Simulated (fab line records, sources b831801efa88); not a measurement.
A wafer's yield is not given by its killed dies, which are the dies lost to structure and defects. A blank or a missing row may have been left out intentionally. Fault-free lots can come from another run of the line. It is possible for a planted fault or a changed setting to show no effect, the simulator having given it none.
Which tool is to blame? + flow gf180mcu + 36 wafers from 12 lots sampled at 5 of the route's 602 steps

== WHAT EACH GAUGE READ, for each wafer ==
GF_HV_LDD_THK_MEAS_57.
| lot  | measured     | on            | HV_LDD_CVD_56_THK (nm) |
|------|--------------|---------------|------------------------|
| L755 | day 12 18:10 | film_metro-04 | 92.1 92.4 92.7         |
| L756 | day 13 04:54 | film_metro-03 | 92.4 93.4 92.4         |
| L759 | day 14 04:25 | film_metro-03 | 91.9 92.1 91.8         |
| L760 | day 14 13:10 | film_metro-03 | 92.9 92.8 93.2         |
| L763 | day 15 17:05 | film_metro-03 | 92.3 92.7 93.7         |
| L766 | day 16 20:20 | film_metro-04 | 91.2 87.2 85.1         |
| L767 | day 17 01:23 | film_metro-03 | 89.0 85.3 83.4         |
| L771 | day 18 06:40 | film_metro-03 | 94.6 93.6 93.5         |
| L772 | day 18 16:20 | film_metro-03 | 93.4 94.4 93.9         |
| L773 | day 19 01:23 | film_metro-01 | 93.9 93.3 93.1         |
| L775 | day 19 17:29 | film_metro-03 | 94.1 93.4 93.0         |
| L776 | day 20 00:16 | film_metro-03 | 92.3 92.2 91.6         |

GF_SAB_THK_MEAS_01.
| lot  | measured     | on            | SAB_CVD_00_THK (nm) |
|------|--------------|---------------|---------------------|
| L755 | day 14 11:05 | film_metro-03 | 49.7 50.5 50.5      |
| L756 | day 14 21:29 | film_metro-02 | 49.4 50.6 51.0      |
| L759 | day 15 23:00 | film_metro-04 | 51.1 51.5 51.5      |
| L760 | day 16 09:01 | film_metro-02 | 49.0 50.0 50.4      |
| L763 | day 17 14:56 | film_metro-04 | 50.9 51.9 52.1      |
| L766 | day 18 20:47 | film_metro-04 | 47.9 48.8 49.5      |
| L767 | day 19 01:56 | film_metro-04 | 49.8 50.2 50.4      |
| L771 | day 20 08:55 | film_metro-03 | 49.3 49.4 48.7      |
| L772 | day 20 17:35 | film_metro-03 | 49.0 50.6 50.4      |
| L773 | day 21 03:22 | film_metro-03 | 49.5 50.2 51.0      |
| L775 | day 21 18:32 | film_metro-04 | 49.8 49.3 50.7      |
| L776 | day 22 01:35 | film_metro-03 | 50.2 50.1 50.4      |

== WHICH TOOL RAN EACH LOT (tool, then ch and the chambers of the sampled wafers, then the start) ==
| lot  | GF_HV_LDD_RTA_52                 | GF_HV_LDD_CVD_56            | GF_HV_LDD_ETCHBACK_58              |
|------|----------------------------------|-----------------------------|------------------------------------|
| L755 | rtp_anneal-01 ch 0, day 12 15:28 | lpcvd-01 ch 1, day 12 16:43 | rie_diel-04 ch 0,3, day 12 18:13   |
| L756 | rtp_anneal-01 ch 0, day 13 02:13 | lpcvd-02 ch 0, day 13 03:28 | rie_diel-03 ch 0,1, day 13 04:57   |
| L759 | rtp_anneal-02 ch 0, day 14 00:59 | lpcvd-02 ch 0, day 14 02:15 | rie_diel-01 ch 1,2,3, day 14 04:29 |
| L760 | rtp_anneal-01 ch 0, day 14 08:11 | lpcvd-02 ch 0, day 14 09:57 | rie_diel-01 ch 1,2,3, day 14 13:13 |
| L763 | rtp_anneal-01 ch 0, day 15 14:24 | lpcvd-01 ch 1, day 15 15:40 | rie_diel-03 ch 0,2,3, day 15 17:09 |
| L766 | rtp_anneal-02 ch 0, day 16 17:38 | lpcvd-01 ch 0, day 16 18:53 | rie_diel-03 ch 1,3, day 16 20:23   |
| L767 | rtp_anneal-01 ch 0, day 16 22:39 | lpcvd-01 ch 1, day 16 23:57 | rie_diel-01 ch 1,3, day 17 01:26   |
| L771 | rtp_anneal-01 ch 0, day 18 03:58 | lpcvd-02 ch 1, day 18 05:14 | rie_diel-01 ch 0,1,2, day 18 06:44 |
| L772 | rtp_anneal-01 ch 0, day 18 13:25 | lpcvd-02 ch 1, day 18 14:53 | rie_diel-03 ch 1,2, day 18 16:22   |
| L773 | rtp_anneal-01 ch 0, day 18 22:42 | lpcvd-02 ch 0, day 18 23:58 | rie_diel-04 ch 0,1, day 19 01:27   |
| L775 | rtp_anneal-02 ch 0, day 19 14:48 | lpcvd-01 ch 0, day 19 16:04 | rie_diel-01 ch 0,2,3, day 19 17:33 |
| L776 | rtp_anneal-02 ch 0, day 19 21:34 | lpcvd-02 ch 0, day 19 22:49 | rie_diel-03 ch 0,1,2, day 20 00:19 |
- GF_HV_LDD_RTA_52: time 10 s.
- GF_HV_LDD_CVD_56: deposits Si3N4 from DCS/NH3, target thk 90 nm, time 1543 s.
- GF_HV_LDD_ETCHBACK_58: etches Si3N4 in CH3F/O2, stops on SiO2, time 100 s, target depth 90 nm.

== AS READ BY THE TOOLS THEMSELVES (means over the sampled wafers that have a number; for cases with no such wafer, the mark the record gives instead) ==
GF_HV_LDD_RTA_52.
| lot  | tool          | lamp_power_pct (%) | wafer_temp_C_max |
|------|---------------|--------------------|------------------|
| L755 | rtp_anneal-01 | 27                 | 1003.6           |
| L756 | rtp_anneal-01 | 27                 | 1003.6           |
| L759 | rtp_anneal-02 | 38                 | 1006.6           |
| L760 | rtp_anneal-01 | 27                 | 1004.1           |
| L763 | rtp_anneal-01 | 27                 | 1004.1           |
| L766 | rtp_anneal-02 | 38                 | 1006.1           |
| L767 | rtp_anneal-01 | 27                 | 1003.6           |
| L771 | rtp_anneal-01 | 27                 | 1004.5           |
| L772 | rtp_anneal-01 | 27                 | 1003.7           |
| L773 | rtp_anneal-01 | 27                 | 1003.7           |
| L775 | rtp_anneal-02 | 38                 | 1006.2           |
| L776 | rtp_anneal-02 | 38                 | 1006.5           |

GF_HV_LDD_CVD_56.
| lot  | tool     | spike_tc_centre_C (C) |
|------|----------|-----------------------|
| L755 | lpcvd-01 | 772.4                 |
| L756 | lpcvd-02 | 772.1                 |
| L759 | lpcvd-02 | 773.6                 |
| L760 | lpcvd-02 | 772.7                 |
| L763 | lpcvd-01 | 773.3                 |
| L766 | lpcvd-01 | 750.5                 |
| L767 | lpcvd-01 | 750.2                 |
| L771 | lpcvd-02 | 770.0                 |
| L772 | lpcvd-02 | 770.9                 |
| L773 | lpcvd-02 | 772.8                 |
| L775 | lpcvd-01 | 772.2                 |
| L776 | lpcvd-02 | 773.9                 |

GF_HV_LDD_ETCHBACK_58.
| lot  | tool        | ch3f_flow_sccm (sccm) | drypump_motor_current_A (A) | oes_product_au (a.u.) | throttle_valve_pct (%) |
|------|-------------|-----------------------|-----------------------------|-----------------------|------------------------|
| L755 | rie_diel-04 | 40.03                 | 5.3                         | 0.856                 | 10.564                 |
| L756 | rie_diel-03 | 39.94                 | 5.5                         | 0.854                 | 10.554                 |
| L759 | rie_diel-01 | 39.94                 | 5.4                         | 0.852                 | 10.566                 |
| L760 | rie_diel-01 | 39.92                 | 5.4                         | 0.859                 | 10.565                 |
| L763 | rie_diel-03 | 40.11                 | 5.5                         | 0.858                 | 10.560                 |
| L766 | rie_diel-03 | 40.00                 | 5.4                         | 0.827                 | 10.558                 |
| L767 | rie_diel-01 | 40.03                 | 5.4                         | 0.821                 | 10.559                 |
| L771 | rie_diel-01 | 40.03                 | 5.9                         | 0.865                 | 10.565                 |
| L772 | rie_diel-03 | 39.94                 | 5.4                         | 0.866                 | 10.566                 |
| L773 | rie_diel-04 | 39.96                 | 5.6                         | 0.863                 | 10.563                 |
| L775 | rie_diel-01 | 40.01                 | 5.8                         | 0.858                 | 10.567                 |
| L776 | rie_diel-03 | 40.00                 | 5.4                         | 0.856                 | 10.551                 |

== THE ANSWER, worked out from the rows above alone ==
Rule: what is usual is taken from the lots themselves. The widest of any qualifying gaps counts: lots, ordered by their means at a reading, are off when they make up no more than a third of the lots, leave a main group of 4 or more, and stand apart from it by 3 or more times the standard deviation of that group's means. If all means in a main group match to the digits the tables above print for the reading, that group is not used. Also off: a lot with no number at a reading for which 4 or more lots have one. The other lots that the step has rows for count as sound. First the gauges in route order, then the tools' own readings, where a lot's mean is used as printed above. At the first step where some lot is off, the reading lying furthest off is the one used; lots without a number count as furthest.
Off: L766, L767, at GF_HV_LDD_THK_MEAS_57 (HV_LDD_CVD_56_THK). The main group has a mean of 93.0 nm with a standard deviation of 0.68.
A tool fits if, at a process step before that reading, it ran every lot that is off, and no sound lot after the first of them. The gauges at GF_HV_LDD_THK_MEAS_57 aren't tried: what is off there is off at GF_HV_LDD_CVD_56 too, on other tools, and a gauge's error can't cause that. No candidate that was tried fits.

== WHAT THE SIMULATOR HAD PUT IN ==
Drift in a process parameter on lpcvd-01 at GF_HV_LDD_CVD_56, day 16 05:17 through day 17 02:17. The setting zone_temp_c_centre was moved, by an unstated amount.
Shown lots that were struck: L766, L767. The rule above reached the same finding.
